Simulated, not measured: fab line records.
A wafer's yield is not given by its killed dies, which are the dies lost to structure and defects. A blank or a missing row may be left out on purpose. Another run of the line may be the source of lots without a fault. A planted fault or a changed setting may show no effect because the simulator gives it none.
Problem report, 8D (eight disciplines) form, completed by code ; flow sky130 ; the parts of the form that need people (team, actions taken, sign-off) are left out

1. THE PROBLEM
Wafers with no fault read 3.4 with a standard deviation of 1.8, whereas killed_at_M4_up at SKY_PAD_OPEN_PROBE_99 reads a mean of 127.0 on 1 wafer of 1 lot. That is +69 standard deviations from the usual mean.
Seen first at day 49 22:38 on prober-02, wafer L509.2. Wafers with a number at this step in the record: 15, from 5 lots. Rule for "out" (also "out of limits"): further than 4 standard deviations from the usual mean. Any other wafer with a number is counted as sound.

2. WHAT IT IS, WHAT IT ISN'T
question;is;is not
which readings at this step;killed_at_M4_up, defect limited yield, killed dies, killed on rim, sort_bin_3_pad_short, sort_bin_5_function, sort_bin_6_memory, sort n pass, sort yield pct;killed_at_M0_to_M3, killed at front end, killed at other, killed open, killed short
which lots;L509;L495, L496, L507, L510
which wafers of those lots;L509.2;L509.3, L509.4
read on which tools;prober-02;prober-01
when;from day 49 22:38;"up to then (9 sound wafers); but 5 sound wafers of L509, L510 came after"

3. THE SUSPECTS, EACH WITH WHAT RULES IT OUT
Counting: a tool at a process step up to the reading stays a suspect if it ran every lot that is out. Sound lots after the first of them don't rule it out here, since some wafers of a struck lot are sound.
- cmp-02 at SKY_VIA4_CMP_02 (polishes SiO2): kept. It ran the lot that is out, L509 (day 46 14:10).
- plasma asher-02 at SKY_PASSIVATION_STRIP_12 (strips in O2/N2): kept. L509, the lot that is out, went through it at day 49 03:31; up to then, the latest sound lot through it was L496 at day 46 03:24.
- prober-02 at SKY_PAD_OPEN_PROBE_99: kept. L509, the lot that is out, went through it at day 49 22:38; up to then, the latest sound lot through it was L507 at day 49 12:26. Out on those wafers are its own readings of defect limited yield, killed_at_M4_up, killed dies, killed on rim, sort_bin_3_pad_short, sort_bin_5_function, sort_bin_6_memory, sort n pass, sort yield pct.
- cmp-02, SKY_VIA4_CMP_02: wafers that are out in chamber 0, sound lot-mates in chambers 1, 3.
After the count, these remain: cmp-02 at SKY_VIA4_CMP_02, plasma asher-02 at SKY_PASSIVATION_STRIP_12 and prober-02 at SKY_PAD_OPEN_PROBE_99.

4. THE CAUSE (what the simulator had put in)
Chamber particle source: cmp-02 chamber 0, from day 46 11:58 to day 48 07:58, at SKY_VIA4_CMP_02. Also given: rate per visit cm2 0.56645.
Counting leaves 3 suspects; this tool is one of them.

5. THE CHAIN OF EFFECTS, in route order
Rows list readings where the struck wafers' mean (over those with a number) sits beyond 3 standard deviations from the usual. Only readings for which the record gives a usual standard deviation are gone through. hours: the time from each lot's start at the first step in this table that gives one to its start at this step, as a median over the lots. sigmas: the change in usual standard deviations.
hours;step;reading;usual;on struck wafers;change;sigmas
0;SKY_PAD_OPEN_PROBE_99;defect limited yield;82.5 %;60.4;-22.1;-14
0;SKY_PAD_OPEN_PROBE_99;killed_at_M4_up;3.4;127.0;+123.6;+69
0;SKY_PAD_OPEN_PROBE_99;killed dies;86;195;+109;+14
0;SKY_PAD_OPEN_PROBE_99;killed on rim;16;37;+21;+5.4
0;SKY_PAD_OPEN_PROBE_99;sort_bin_3_pad_short;0.9 %;3.0;+2.1;+5.1
0;SKY_PAD_OPEN_PROBE_99;sort_bin_5_function;10.3 %;22.0;+11.7;+9.8
0;SKY_PAD_OPEN_PROBE_99;sort_bin_6_memory;6.3 %;14.6;+8.3;+7.5
0;SKY_PAD_OPEN_PROBE_99;sort n pass;406;297;-109;-14
0;SKY_PAD_OPEN_PROBE_99;sort yield pct;82.5 %;60.4;-22.1;-14
The process steps in it:
- SKY_PAD_OPEN_PROBE_99

6. WHAT WOULD HAVE CAUGHT IT SOONER
First out-of-limits reading in this record: day 49 22:38, which is 83 hours after fault onset at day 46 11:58.
Tool readings at SKY_VIA4_CMP_02 with a usual standard deviation given in the record: none out on any struck wafer, hence no alarm at a limit of 4 standard deviations on them.
Lots out: 1; all had begun SKY_VIA4_CMP_02 on cmp-02 by day 49 22:38. Holding the tool at that point would not have protected any of them.
